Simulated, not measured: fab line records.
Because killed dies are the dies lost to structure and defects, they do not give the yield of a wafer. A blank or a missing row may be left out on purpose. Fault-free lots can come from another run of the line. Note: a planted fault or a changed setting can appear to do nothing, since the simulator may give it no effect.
Commonality check across tools -- flow gf180mcu -- Lots sampled 12, wafers sampled 36

WHAT PROMPTED THE OPENING
GF_VT_IMPLANT_RS_MEAS_46, reading MVSD_RS: flagged on 2 of 12 lots. Fault-free wafers read 456.4 ohm/sq, with a standard deviation of 1.1.
Rule: a lot gets a flag if all its wafers with a number sit over 4 standard deviations from that mean, or if no wafer of it has a number. The rest of the lots are taken to be sound.

lot,measured,on,"MVSD_RS (ohm/sq), wafer by wafer",flag
L159,day 7 10:44,film_metro-01,456.5 455.6 456.5,
L160,day 7 19:15,film_metro-02,456.3 456.0 455.3,
L161,day 8 01:38,film_metro-02,457.3 455.5 457.7,
L162,day 8 13:09,film_metro-03,457.1 454.8 456.6,
L163,day 9 00:35,film_metro-03,470.1 470.3 469.4,FLAGGED
L165,day 9 07:06,film_metro-02,469.8 470.8 469.2,FLAGGED
L166,day 9 16:08,film_metro-02,456.4 455.9 456.0,
L172,day 11 04:43,film_metro-01,456.4 457.3 457.3,
L176,day 12 09:02,film_metro-02,457.9 459.1 457.2,
L179,day 13 05:22,film_metro-02,457.4 456.7 457.6,
L180,day 13 12:59,film_metro-03,454.6 454.4 455.3,
L182,day 14 06:02,film_metro-01,453.7 456.0 455.3,
The numbers of the flagged lots are 469.9 ohm/sq on average: +13.5 ohm/sq against the usual, or +12 standard deviations.

LOT BY LOT: THE TOOL USED
The record keeps 1 process step preceding the reading, out of 602 steps on the route. Each cell gives the tool, then ch followed by the chambers the sampled wafers passed through, then the start.
lot,flag,GF_MVSD_IMPLANT_08
L159,,"implanter-01 ch 0, day 4 08:52"
L160,,"implanter-02 ch 0, day 4 15:40"
L161,,"implanter-03 ch 0, day 4 22:02"
L162,,"implanter-02 ch 0, day 5 07:54"
L163,FLAGGED,"implanter-02 ch 0, day 5 17:46"
L165,FLAGGED,"implanter-02 ch 0, day 5 21:10"
L166,,"implanter-03 ch 0, day 6 06:28"
L172,,"implanter-03 ch 0, day 7 13:55"
L176,,"implanter-02 ch 0, day 8 13:01"
L179,,"implanter-02 ch 0, day 9 07:38"
L180,,"implanter-03 ch 0, day 9 13:35"
L182,,"implanter-02 ch 0, day 10 04:18"
What is done by these steps:
- GF_MVSD_IMPLANT_08
- GF_VT_IMPLANT_RS_MEAS_46: measures by four-point-probe.

FLAGGED AGAINST TOTAL, ONE TOOL AT A TIME (gauges that did the reading follow at the end)
step,tool,lots run,flagged,share of the flagged lots,sound lots run after its first flagged lot
GF_MVSD_IMPLANT_08,implanter-01,1,0,none,-
GF_MVSD_IMPLANT_08,implanter-02,7,2,all,"3 (L176,L179,L182)"
GF_MVSD_IMPLANT_08,implanter-03,4,0,none,-
GF_VT_IMPLANT_RS_MEAS_46,film_metro-01,3,0,none,-
GF_VT_IMPLANT_RS_MEAS_46,film_metro-02,6,1,some,"3 (L166,L176,L179)"
GF_VT_IMPLANT_RS_MEAS_46,film_metro-03,3,1,some,1 (L180)

WHAT THE TABLE PERMITS
In the table, 1 row covers all flagged lots: implanter-02 at GF_MVSD_IMPLANT_08.
- implanter-02 at GF_MVSD_IMPLANT_08: 2 of its 7 lots flagged. Sound lots ran on it after the first flagged one (L176, L179, L182), which a lasting fault on the whole tool wouldn't allow. Its own readings (beam_energy_keV) fall more than 4 standard deviations out on all wafers of the flagged lots.
None of the table's rows ran every flagged lot and, after the first, no sound lot.

WHAT THE SIMULATOR PUT IN
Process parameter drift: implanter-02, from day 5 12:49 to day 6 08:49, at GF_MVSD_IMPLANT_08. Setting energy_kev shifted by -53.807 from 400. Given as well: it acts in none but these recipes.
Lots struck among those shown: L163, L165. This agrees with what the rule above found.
